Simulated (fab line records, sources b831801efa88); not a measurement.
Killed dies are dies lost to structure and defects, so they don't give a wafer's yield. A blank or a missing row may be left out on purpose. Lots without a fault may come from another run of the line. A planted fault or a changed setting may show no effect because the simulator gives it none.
fab line records | flow sfq_line
record lots=6 wafers=18 last_day=86
route steps=325 shown C5@240 M6@251 I6@266 M7@281 M8@325
lots that met no fault: from a run of the same line without faults
start_h: hours from the record's first day to the start of the lot's first wafer shown | wait_h: hours since the lot's step before | " the same as in the row above | L1.1+2: a row that stands for several wafers | - no value, or no start given | * or withheld: withheld | < > ~ a bound
route shown NAME@n: a module of which the file shows steps, and the number in the route of the first | usual: mean/standard deviation of fault-free wafers | same: alike in all rows | chamber/n: place in a boat | sites: the reading at each site | _std_site: their standard deviation | _edge_site: outer sites' mean less inner sites' | radius_mm: how far each site lies from the wafer's centre | mask NAME#n: copy n | behind: the tool/chamber that last shaped the wafer | hold: why the lot was held/for how many hours/how that ended | device: the transistor (n, p or np) that didn't switch | end of line: the same wafers' tests at the end of the route | a step without rows: its recipe alone | killed: dies lost to structure and defects at the first sort, not the wafer's yield | map: a wafer's dies, x killed, . not, _ none there
set.NAME: the setting as run; set.NAME@STEP: as run at that earlier step | model.NAME: the simulator's own value behind a step, which no gauge read
lots at some steps of the route; a table a step, a row a wafer
services: from which hour (start_h, from the record's first day; less than 0 if before it) a tool's chamber was out of use, for how many hours, and why
## steps
# step SFQ_TRILAYER_C5_LITHO_COAT_156
# recipe resist=BARC spin_rpm=3000 resist_thk_nm=62
# step SFQ_TRILAYER_C5_LITHO_COAT_151
# recipe resist=KrF spin_rpm=3000 resist_thk_nm=650
# step SFQ_TRILAYER_C5_LITHO_SOFTBAKE_155
# recipe temp_c=withheld time_s=withheld resist=KrF
# step SFQ_TRILAYER_C5_LITHO_EXPOSE_152
# recipe mask_id=C5 na=0.6 source_shape=conventional sigma_outer=0.65 target_cd_nm=500 dose_mj=21.3
# step SFQ_TRILAYER_C5_LITHO_PEB_154
# recipe peb_temp_c=115 peb_time_s=60 resist=KrF
# step SFQ_TRILAYER_C5_LITHO_DEVELOP_153
# recipe time_s=60 resist=KrF
# step SFQ_C5_OVL_MEAS_937
# usual C5_OVL=-3/5
# columns lot.wafer tool chamber start_h wait_h C5_OVL[nm]
L893.1 overlay-02 - 1662.38 0.1 -2
L893.2 " - " " 5
L893.6 " - " " -3
L899.1 overlay-01 - 1690.32 0.1 -7
L899.3 " - " " -9
L899.4 " - " " -11
L902.1 overlay-02 - 1709.52 0.1 -1
L902.2 " - " " -4
L902.5 " - " " 0
L907.1 overlay-02 - 1737.35 0.1 1
L907.2 " - " " -2
L907.5 " - " " -7
L908.2 overlay-02 - 1739.79 0.1 -11
L908.3 " - " " -16
L908.6 " - " " -6
L909.1 overlay-01 - 1744.55 0.1 -5
L909.4 " - " " -4
L909.6 " - " " 4
# step SFQ_TRILAYER_C5_BARC_OPEN_VIA_ETCH_210
# recipe mask_material=PR chemistry=O2 target_depth_nm=125 target=BARC source_w=500 bias_w=80 pressure_mtorr=30 time_s=41.7
# usual drypump_motor_current_A=5.7/0.61 oes_product_au=0.686/0.0043
# columns lot.wafer tool chamber start_h wait_h drypump_motor_current_A oes_product_au rf_hours_counter_h
L893.1 rie_diel-02 0 1662.41 0.0 6.0 0.691 1
L893.2 " 1 " " 4.8 0.685 3
L893.6 " 1 " " 4.8 0.677 -
L899.1 rie_diel-04 2 1690.36 0.0 5.2 0.683 2
L899.3 " 3 " " 6.0 0.679 17
L899.4 " 0 " " 5.1 0.692 13
L902.1 rie_diel-03 3 1709.56 0.0 5.8 0.684 15
L902.2 " 2 " " 6.4 0.685 14
L902.5 " 0 " " 6.2 0.689 -
L907.1 rie_diel-04 2 1737.38 0.0 5.1 0.683 3
L907.2 " 1 " " 4.9 0.682 12
L907.5 " 0 " " 5.1 0.687 -
L908.2 rie_diel-02 3 1739.82 0.0 5.7 0.688 17
L908.3 " 2 " " 6.3 0.691 15
L908.6 " 1 " " 4.8 0.681 -
L909.1 rie_diel-04 3 1744.58 0.0 6.1 0.691 18
L909.4 " 1 " " 4.9 0.681 12
L909.6 " 1 " " 4.9 0.688 -
# step SFQ_TRILAYER_C5_ETCH_VIA_ETCH_154
# recipe target=SiO2 mask_material=PR chemistry=CHF3 target_depth_nm=84 source_w=500 bias_w=80 pressure_mtorr=30 time_s=withheld stop_on=Nb
# usual drypump_motor_current_A=5.7/0.61 oes_product_au=0.898/0.0075
# columns lot.wafer tool chamber start_h wait_h drypump_motor_current_A oes_product_au
L893.1 rie_diel-02 0 1662.45 0.0 6.0 0.895
L893.2 " 1 " " 4.8 0.898
L893.6 " 1 " " 4.8 0.894
L899.1 rie_diel-04 2 1690.40 0.0 5.2 0.900
L899.3 " 3 " " 6.0 0.890
L899.4 " 0 " " 5.1 0.900
L902.1 rie_diel-03 3 1709.60 0.0 5.8 0.896
L902.2 " 2 " " 6.4 0.896
L902.5 " 0 " " 6.2 0.906
L907.1 rie_diel-04 2 1737.42 0.0 5.1 0.901
L907.2 " 1 " " 4.9 0.882
L907.5 " 0 " " 5.1 0.885
L908.2 rie_diel-02 3 1739.86 0.0 5.7 0.891
L908.3 " 2 " " 6.3 0.886
L908.6 " 1 " " 4.8 0.894
L909.1 rie_diel-04 3 1744.62 0.0 6.0 0.892
L909.4 " 1 " " 4.9 0.894
L909.6 " 1 " " 4.9 0.896
# step SFQ_TRILAYER_C5_STRIP_STRIP_155
# recipe gas=O2 power_w=200 platen_temp_c=40 overash_fraction=0.65 chemistry=O2 pressure_mtorr=50
# usual drypump_motor_current_A=5.6/0.43 oes_product_au=0.999/0.0066
# columns lot.wafer tool chamber start_h wait_h drypump_motor_current_A oes_product_au rf_hours_counter_h
L893.1 rie_metal-03 1 1662.50 - 4.8 0.997 115
L893.2 " 0 " " 6.2 1.001 29
L893.6 " 1 " " 4.8 1.004 -
L899.1 rie_metal-03 1 1690.45 - 4.8 0.997 119
L899.3 " 1 " " 4.8 1.002 -
L899.4 " 0 " " 6.2 1.001 -
L902.1 rie_metal-01 0 1709.65 - 5.2 0.984 69
L902.2 " 1 " " 6.0 1.002 86
L902.5 " 0 " " 5.2 0.996 -
L907.1 rie_metal-01 1 1737.47 - 6.0 0.998 89
L907.2 " 0 " " 5.2 1.003 73
L907.5 " 0 " " 5.2 0.998 -
L908.2 rie_metal-01 1 1739.91 - 6.0 0.996 90
L908.3 " 1 " " 6.0 0.990 -
L908.6 " 0 " " 5.2 1.000 -
L909.1 rie_metal-01 0 1744.67 - 5.2 0.996 74
L909.4 " 0 " " 5.2 0.999 -
L909.6 " 1 " " 6.0 0.986 -
# step SFQ_TRILAYER_C5_STRIP_SOLV_CLEAN_156
# recipe chemistry=NMP temp_c=70 time_s=600
# step SFQ_TRILAYER_M6_DEP_PRE_CLEAN_158
# recipe gas=Ar time_s=22.5 bias_v=250
# step SFQ_TRILAYER_M6_DEP_SPUTTER_157
# recipe material=Nb base_pressure_pa=1.33e-06 chamber_pressure_pa=0.1333 substrate_temp_c=20 target_thk_nm=200 power_w=2000 time_s=133.3
# usual throttle_valve_pct=29.9/0.84
# columns lot.wafer tool chamber start_h wait_h throttle_valve_pct model.Nb_of_TRILAYER_M6_DEP_SPUTTER_157.thk_nm
L893.1 pvd_sputter-04 - 1663.31 0.0 28.7 195.2
L893.2 " - " " 30.6 196.5
L893.6 " - " " 29.5 195
L899.1 pvd_sputter-04 - 1691.25 0.0 29.2 123.7
L899.3 " - " " 30.7 121.6
L899.4 " - " " 30.8 201.1
L902.1 pvd_sputter-04 - 1710.47 0.0 30.4 116.7
L902.2 " - " " 29.2 115.4
L902.5 " - " " 29.1 199
L907.1 pvd_sputter-05 - 1738.29 0.0 29.4 200.4
L907.2 " - " " 30.4 198.7
L907.5 " - " " 29.6 200.3
L908.2 pvd_sputter-06 - 1740.71 0.0 28.2 200.3
L908.3 " - " " 31.0 199.4
L908.6 " - " " 30.1 199.8
L909.1 pvd_sputter-06 - 1745.48 0.0 27.7 202
L909.4 " - " " 30.0 204.3
L909.6 " - " " 31.6 200.9
# step SFQ_M6_RS_MEAS_938
# recipe thk_meas_gauge=four-point-probe reads=Nb_of_TRILAYER_M6_DEP_SPUTTER_157
# usual M6_NB_RS=0.891/0.0088
# columns lot.wafer tool chamber start_h wait_h hold M6_NB_RS[ohm/sq]
L893.1 film_metro-02 - 1663.40 0.0 - 0.913
L893.2 " - " " - 0.905
L893.6 " - " " - 0.914
L899.1 film_metro-03 - 1691.34 0.0 await_dispo/0.2h/release 1.447
L899.3 " - " " await_dispo/0.2h/release 1.473
L899.4 " - " " await_dispo/0.2h/release 0.883
L899.1 film_metro-03 - 1691.63 0.3 - 1.449
L899.3 " - " " - 1.475
L899.4 " - " " - 0.884
L902.1 film_metro-03 - 1710.56 0.0 await_dispo/0.2h/release 1.535
L902.2 " - " " await_dispo/0.2h/release 1.554
L902.5 " - " " await_dispo/0.2h/release 0.893
L902.1 film_metro-03 - 1710.84 0.3 - 1.537
L902.2 " - " " - 1.554
L902.5 " - " " - 0.895
L907.1 film_metro-02 - 1738.38 0.0 - 0.890
L907.2 " - " " - 0.898
L907.5 " - " " - 0.890
L908.2 film_metro-03 - 1740.82 0.1 - 0.889
L908.3 " - " " - 0.894
L908.6 " - " " - 0.890
L909.1 film_metro-04 - 1745.57 0.0 - 0.880
L909.4 " - " " - 0.869
L909.6 " - " " - 0.886
# step SFQ_TRILAYER_M6_LITHO_COAT_159
# recipe resist=KrF spin_rpm=3000 resist_thk_nm=600
# step SFQ_TRILAYER_M6_LITHO_SOFTBAKE_163
# recipe temp_c=withheld time_s=withheld resist=KrF
# step SFQ_TRILAYER_M6_LITHO_EXPOSE_160
# recipe mask_id=M6 na=0.6 source_shape=conventional sigma_outer=0.65 target_cd_nm=500 dose_mj=14.4
# step SFQ_TRILAYER_M6_LITHO_PEB_162
# recipe peb_temp_c=115 peb_time_s=60 resist=KrF
# step SFQ_TRILAYER_M6_LITHO_DEVELOP_161
# recipe time_s=60 resist=KrF
# step SFQ_M6_OVL_MEAS_940
# usual M6_OVL=5/5.5
# columns lot.wafer tool chamber start_h wait_h M6_OVL[nm]
L893.1 overlay-02 - 1757.87 0.1 -2
L893.2 " - " " 6
L893.6 " - " " 3
L899.1 overlay-01 - 1790.27 0.1 1
L899.3 " - " " 0
L899.4 " - " " 2
L902.1 overlay-01 - 1811.78 0.1 4
L902.2 " - " " 9
L902.5 " - " " -2
L907.1 overlay-02 - 1838.30 0.1 7
L907.2 " - " " 10
L907.5 " - " " 14
L908.2 overlay-02 - 1840.70 0.1 6
L908.3 " - " " 7
L908.6 " - " " 0
L909.1 overlay-01 - 1846.70 0.1 10
L909.4 " - " " 6
L909.6 " - " " 6
# step SFQ_TRILAYER_M6_BARC_OPEN_METAL_ETCH_206
# recipe mask_material=PR chemistry=O2 target_depth_nm=125 target=BARC icp_w=600 bias_w=80 pressure_mtorr=10 time_s=41.7
# step SFQ_TRILAYER_M6_ETCH_METAL_ETCH_162
# recipe target=Nb stop_on=SiO2 mask_material=PR chemistry=Cl2/Ar target_depth_nm=240 icp_w=600 bias_w=80 pressure_mtorr=10 time_s=120
# usual drypump_motor_current_A=5.7/0.36 oes_product_au=0.894/0.0068
# columns lot.wafer tool chamber start_h wait_h drypump_motor_current_A oes_product_au rf_hours_counter_h
L893.1 rie_metal-03 0 1757.97 0.0 6.2 0.875 41
L893.2 " 1 " " 4.8 0.884 128
L893.6 " 0 " " 6.2 0.888 -
L899.1 rie_metal-03 1 1790.37 0.0 4.8 0.699 1
L899.3 " 0 " " 6.1 0.692 -
L899.4 " 1 " " 4.8 0.895 -
L902.1 rie_metal-04 1 1811.88 0.0 5.7 0.679 68
L902.2 " 0 " " 5.6 0.677 84
L902.5 " 0 " " 5.5 0.894 -
L907.1 rie_metal-04 1 1838.39 0.0 5.7 0.894 73
L907.2 " 0 " " 5.6 0.892 88
L907.5 " 1 " " 5.7 0.882 -
L908.2 rie_metal-02 1 1840.79 0.0 5.8 0.889 11
L908.3 " 0 " " 5.6 0.892 -
L908.6 " 0 " " 5.6 0.886 -
L909.1 rie_metal-02 1 1846.79 0.0 5.8 0.901 12
L909.4 " 1 " " 5.8 0.908 -
L909.6 " 0 " " 5.6 0.894 -
# step SFQ_TRILAYER_M6_STRIP_STRIP_163
# recipe gas=O2 power_w=200 platen_temp_c=40 overash_fraction=0.65 chemistry=O2 pressure_mtorr=50
# step SFQ_TRILAYER_M6_STRIP_SOLV_CLEAN_164
# recipe chemistry=NMP temp_c=70 time_s=600
# step SFQ_TRILAYER_I6_DEP_PECVD_165
# recipe material=SiO2 temp_c=150 time_s=111.11 pressure_torr=2.4 rf_w=183.3 precursor=SiH4/N2O target_thk_nm=500
# step SFQ_TRILAYER_I6_CMP_CMP_166
# recipe material=SiO2 down_force_psi=3 platen_rpm=60 pad_velocity_m_s=0.94248
# step SFQ_I6_BOW_MEAS_941
# recipe mode=bow
# usual I6_BOW=8/8.8
# columns lot.wafer tool chamber start_h wait_h I6_BOW[um]
L893.1 film_metro-01 - 1792.53 1.5 4
L893.2 " - " " 7
L893.6 " - " " 4
L899.1 film_metro-01 - 1818.98 1.0 27
L899.3 " - " " 30
L899.4 " - " " 13
L902.1 film_metro-03 - 1833.98 1.0 6
L902.2 " - " " 9
L902.5 " - " " 3
L907.1 film_metro-01 - 1850.11 1.5 18
L907.2 " - " " 25
L907.5 " - " " 23
L908.2 film_metro-04 - 1852.00 1.5 0
L908.3 " - " " 7
L908.6 " - " " 6
L909.1 film_metro-01 - 1853.11 2.5 14
L909.4 " - " " 19
L909.6 " - " " 14
# step SFQ_TRILAYER_I6_METRO_MEASURE_167
# usual thk_nm=200.2/1
# columns lot.wafer tool chamber start_h wait_h thk_nm
L893.1 film_metro-01 - 1792.65 0.1 200.8
L893.2 " - " " 200.2
L893.6 " - " " 200.6
L899.1 film_metro-01 - 1819.10 0.1 200.3
L899.3 " - " " 200.0
L899.4 " - " " 199.4
L902.1 film_metro-03 - 1834.10 0.1 200.3
L902.2 " - " " 200.0
L902.5 " - " " 200.8
L907.1 film_metro-01 - 1850.23 0.1 201.1
L907.2 " - " " 201.0
L907.5 " - " " 201.4
L908.2 film_metro-04 - 1852.30 0.3 200.1
L908.3 " - " " 200.8
L908.6 " - " " 200.9
L909.1 film_metro-01 - 1853.23 0.1 201.7
L909.4 " - " " 201.1
L909.6 " - " " 200.6
# step SFQ_TRILAYER_I6_VIA_LITHO_COAT_174
# recipe resist=BARC spin_rpm=3000 resist_thk_nm=62
# step SFQ_TRILAYER_I6_VIA_LITHO_COAT_169
# recipe resist=KrF spin_rpm=3000 resist_thk_nm=650
# step SFQ_TRILAYER_I6_VIA_LITHO_SOFTBAKE_173
# recipe temp_c=withheld time_s=withheld resist=KrF
# step SFQ_TRILAYER_I6_VIA_LITHO_EXPOSE_170
# recipe mask_id=I6 na=0.6 source_shape=conventional sigma_outer=0.65 target_cd_nm=700 dose_mj=21.3
# step SFQ_TRILAYER_I6_VIA_LITHO_PEB_172
# recipe peb_temp_c=115 peb_time_s=60 resist=KrF
# step SFQ_TRILAYER_I6_VIA_LITHO_DEVELOP_171
# recipe time_s=60 resist=KrF
# step SFQ_I6_OVL_MEAS_942
# usual I6_OVL=2/5
# columns lot.wafer tool chamber start_h wait_h I6_OVL[nm]
L893.1 overlay-01 - 1878.47 0.1 7
L893.2 " - " " 6
L893.6 " - " " -1
L899.1 overlay-02 - 1904.84 0.1 0
L899.3 " - " " 0
L899.4 " - " " 1
L902.1 overlay-02 - 1926.44 0.1 5
L902.2 " - " " 11
L902.5 " - " " 7
L907.1 overlay-01 - 1944.61 0.1 -11
L907.2 " - " " -7
L907.5 " - " " -8
L908.2 overlay-01 - 1948.22 0.1 2
L908.3 " - " " 5
L908.6 " - " " 3
L909.1 overlay-01 - 1949.41 0.1 4
L909.4 " - " " 5
L909.6 " - " " 3
# step SFQ_TRILAYER_I6_VIA_BARC_OPEN_VIA_ETCH_235
# recipe mask_material=PR chemistry=O2 target_depth_nm=125 target=BARC source_w=500 bias_w=80 pressure_mtorr=30 time_s=41.7
# step SFQ_TRILAYER_I6_VIA_ETCH_VIA_ETCH_172
# recipe target=SiO2 stop_on=Nb mask_material=PR taper_deg=20 chemistry=CHF3 target_depth_nm=260 source_w=500 bias_w=80 pressure_mtorr=30 time_s=withheld
# step SFQ_TRILAYER_I6_VIA_STRIP_STRIP_173
# recipe gas=O2 power_w=200 platen_temp_c=40 overash_fraction=0.65 chemistry=O2 pressure_mtorr=50
# usual drypump_motor_current_A=5.6/0.46 oes_product_au=1.003/0.0088
# columns lot.wafer tool chamber start_h wait_h drypump_motor_current_A oes_product_au rf_hours_counter_h
L893.1 rie_metal-02 1 1878.66 - 5.8 1.011 16
L893.2 " 0 " " 5.6 1.000 92
L893.6 " 0 " " 5.6 0.993 -
L899.1 rie_metal-01 1 1905.03 - 6.0 1.003 111
L899.3 " 1 " " 6.0 1.010 -
L899.4 " 0 " " 5.2 0.991 -
L902.1 rie_metal-03 1 1926.63 - 4.8 0.991 15
L902.2 " 0 " " 6.1 1.011 60
L902.5 " 1 " " 4.8 0.996 -
L907.1 rie_metal-02 1 1944.80 - 5.8 1.013 25
L907.2 " 0 " " 5.6 1.002 101
L907.5 " 1 " " 5.8 1.013 -
L908.2 rie_metal-02 1 1948.40 - 5.8 1.000 25
L908.3 " 1 " " 5.8 1.015 -
L908.6 " 1 " " 5.8 1.010 -
L909.1 rie_metal-03 0 1949.60 - 6.2 1.008 64
L909.4 " 1 " " 4.8 1.000 -
L909.6 " 0 " " 6.2 1.009 -
# step SFQ_TRILAYER_I6_VIA_STRIP_SOLV_CLEAN_174
# recipe chemistry=NMP temp_c=70 time_s=600
# step SFQ_TRILAYER_M7_DEP_PRE_CLEAN_176
# recipe gas=Ar time_s=22.5 bias_v=250
# step SFQ_M8_BOW_MEAS_951
# recipe mode=bow
# usual M8_BOW=9/8.9
# columns lot.wafer tool chamber start_h wait_h M8_BOW[um] model.etest.m6.ohm_um model.etest.i5.link_ohm model.etest.c5.link_ohm model.etest.m6.ohm_sq model.etest.i6.link_ohm
L893.1 film_metro-03 - 2013.84 0.0 3 1.837 2.309 7.897 0.9127 1.897
L893.2 " - " " 5 1.829 2.318 7.994 0.907 1.901
L893.6 " - " " 2 1.833 2.318 7.848 0.9137 1.898
L899.1 film_metro-02 - 2030.64 0.0 28 2.879 2.942 8.462 1.441 2.443
L899.3 " - " " 32 2.939 2.979 8.52 1.466 2.448
L899.4 " - " " 13 1.774 2.265 7.84 0.886 1.868
L902.1 film_metro-04 - 2041.44 0.0 6 3.06 3.068 8.546 1.527 2.489
L902.2 " - " " 9 3.085 3.088 8.652 1.544 2.518
L902.5 " - " " 1 1.794 2.302 7.86 0.8957 1.856
L907.1 film_metro-04 - 2059.64 0.0 21 1.774 2.276 7.929 0.8891 1.874
L907.2 " - " " 27 1.8 2.272 8.078 0.8968 1.87
L907.5 " - " " 27 1.774 2.284 7.979 0.8896 1.879
L908.2 film_metro-04 - 2063.06 0.0 -2 1.777 2.274 8.092 0.8897 1.845
L908.3 " - " " 6 1.775 2.258 7.995 0.8937 1.857
L908.6 " - " " 4 1.773 2.269 7.958 0.8921 1.849
L909.1 film_metro-03 - 2069.04 0.0 13 1.774 2.263 8.065 0.8821 1.853
L909.4 " - " " 16 1.755 2.248 8.041 0.8722 1.84
L909.6 " - " " 14 1.77 2.272 8.116 0.8873 1.86
## services
# columns tool chamber start_h hours kind
rie_metal-03 0 1639.65 9.6 repair
film_metro-01 - 1651.38 1.2 pm
rie_diel-02 - 1655.58 0.2 repair
rie_metal-03 - 1660.20 0.1 repair
film_metro-01 - 1667.59 3.3 pm
rie_metal-01 1 1670.83 3.3 repair
rie_diel-04 0 1680.13 4.2 repair
rie_metal-03 - 1698.23 0.5 repair
rie_metal-01 1 1717.00 2.7 repair
rie_diel-04 0 1729.49 3.9 repair
rie_metal-03 0 1749.06 3.4 repair
rie_diel-02 3 1762.86 11.0 repair
film_metro-01 - 1786.44 0.5 pm
rie_metal-02 0 1802.32 21.4 repair
rie_diel-02 1 1817.00 2.6 repair
rie_metal-03 - 1834.82 14.6 pm
rie_diel-02 3 1849.71 2.0 repair
rie_diel-02 1 1849.79 7.3 repair
film_metro-01 - 1860.45 0.5 pm
rie_diel-02 2 1875.92 2.5 repair
rie_metal-03 - 1892.23 2.8 pm
film_metro-01 - 1896.46 0.3 pm
rie_diel-04 3 1912.22 30.6 repair
film_metro-01 - 1912.63 0.6 pm
## key
first_sign step=SFQ_M6_RS_MEAS_938 reading=visit direction=added
effect step=SFQ_M6_RS_MEAS_938 reading=M6_NB_RS direction=up sigmas=69 usual=0.891 struck=1.502
effect step=SFQ_TRILAYER_M6_ETCH_METAL_ETCH_162 reading=oes_product_au direction=down sigmas=30 usual=0.894 struck=0.687
model_effect step=SFQ_TRILAYER_M6_DEP_SPUTTER_157 value=Nb_of_TRILAYER_M6_DEP_SPUTTER_157.thk_nm without=199.2 struck=119.3
model_effect step=SFQ_M8_BOW_MEAS_951 value=etest.m6.ohm_um without=1.79 struck=2.991
met_at SFQ_TRILAYER_M6_DEP_SPUTTER_157
struck_wafers L899.1,L899.3,L902.1,L902.2
onset_between 1663.31 1691.25
fault kind=process_parameter_drift tool=pvd_sputter-04 chamber=- onset_h=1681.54 steps=SFQ_TRILAYER_M6_DEP_SPUTTER_157 channel=target_thk_nm offset=-79.91 shape=step end_h=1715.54 scope=struck_wafers_only acts_in=these_recipes_only stated=200
